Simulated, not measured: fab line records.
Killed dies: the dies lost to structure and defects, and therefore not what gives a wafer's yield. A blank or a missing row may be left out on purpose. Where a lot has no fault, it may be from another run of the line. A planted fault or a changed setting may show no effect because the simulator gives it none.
Which of the tools did it? ; flow gf180mcu ; 39 wafers from 13 lots sampled at 2 of the route's 602 steps

== WHAT THE GAUGES READ, wafer by wafer ==
GF_M2_OVL_MEAS_15.
lot;measured;on;M2_OVL (nm)
L522;day 19 07:15;overlay-02;0 7 -8
L523;day 19 12:43;overlay-02;3 4 0
L524;day 19 17:43;overlay-02;5 -2 0
L525;day 20 03:25;overlay-02;8 2 5
L526;day 20 06:46;overlay-01;10 2 -7
L527;day 20 22:55;overlay-02;7 17 12
L529;day 22 01:32;overlay-01;11 11 9
L530;day 22 13:54;overlay-02;2 0 6
L531;day 22 19:20;overlay-02;1 2 -2
L532;day 23 04:50;overlay-02;-11 -5 -4
L533;day 23 17:32;overlay-01;-8 -2 -2
L542;day 26 07:04;overlay-02;12 9 5
L545;day 27 07:53;overlay-02;4 8 6

GF_V2_THK_MEAS_03.
lot;measured;on;V2_CVD_02_THK (nm)
L522;day 19 08:11;film metro-02;858 874 869
L523;day 19 13:38;film metro-01;834 854 856
L524;day 19 18:38;film metro-02;823 845 860
L525;day 20 04:19;film metro-03;858 846 876
L526;day 20 07:42;film metro-01;862 858 852
L527;day 21 00:17;film metro-01;844 851 848
L529;day 22 02:31;film metro-01;829 829 853
L530;day 22 14:51;film metro-03;828 837 853
L531;day 22 20:34;film metro-02;826 862 845
L532;day 23 06:03;film metro-02;837 845 852
L533;day 23 18:25;film metro-03;836 837 850
L542;day 26 08:04;film metro-03;831 862 830
L545;day 27 08:59;film metro-01;833 850 852

== WHAT TOOL EACH LOT RAN ON (gives the tool, then ch and the chambers of the sampled wafers, and finally the start) ==
No process step before these readings appears in the record.

== AS READ BY THE TOOLS THEMSELVES (means over the sampled wafers that have a number; for cases with no such wafer, the mark the record gives instead) ==
The record holds no such reading with a usual standard deviation.

== THE ANSWER, worked out from the rows above alone ==
Rule: the usual values come from the lots themselves. The widest of any qualifying gaps counts: lots, ordered by their means at a reading, are off when they make up no more than a third of the lots, leave a main group of 4 or more, and stand apart from it by 3 or more times the standard deviation of that group's means. The tables above print the reading to a certain number of digits; a main group whose means all agree to those digits is not used. Also off: a lot with no number at a reading for which 4 or more lots have one. Any other lot the step has rows for is counted as sound. Order of review: gauges by route order, followed by the tools' own readings, for which a lot's mean as printed above is used. The first step at which some lot is off is used, and at that step the reading that is off furthest; a lot without a number counts as furthest.
No lot is off at any reading shown: from this, nothing can be told.

== WHAT WAS PUT IN BY THE SIMULATOR ==
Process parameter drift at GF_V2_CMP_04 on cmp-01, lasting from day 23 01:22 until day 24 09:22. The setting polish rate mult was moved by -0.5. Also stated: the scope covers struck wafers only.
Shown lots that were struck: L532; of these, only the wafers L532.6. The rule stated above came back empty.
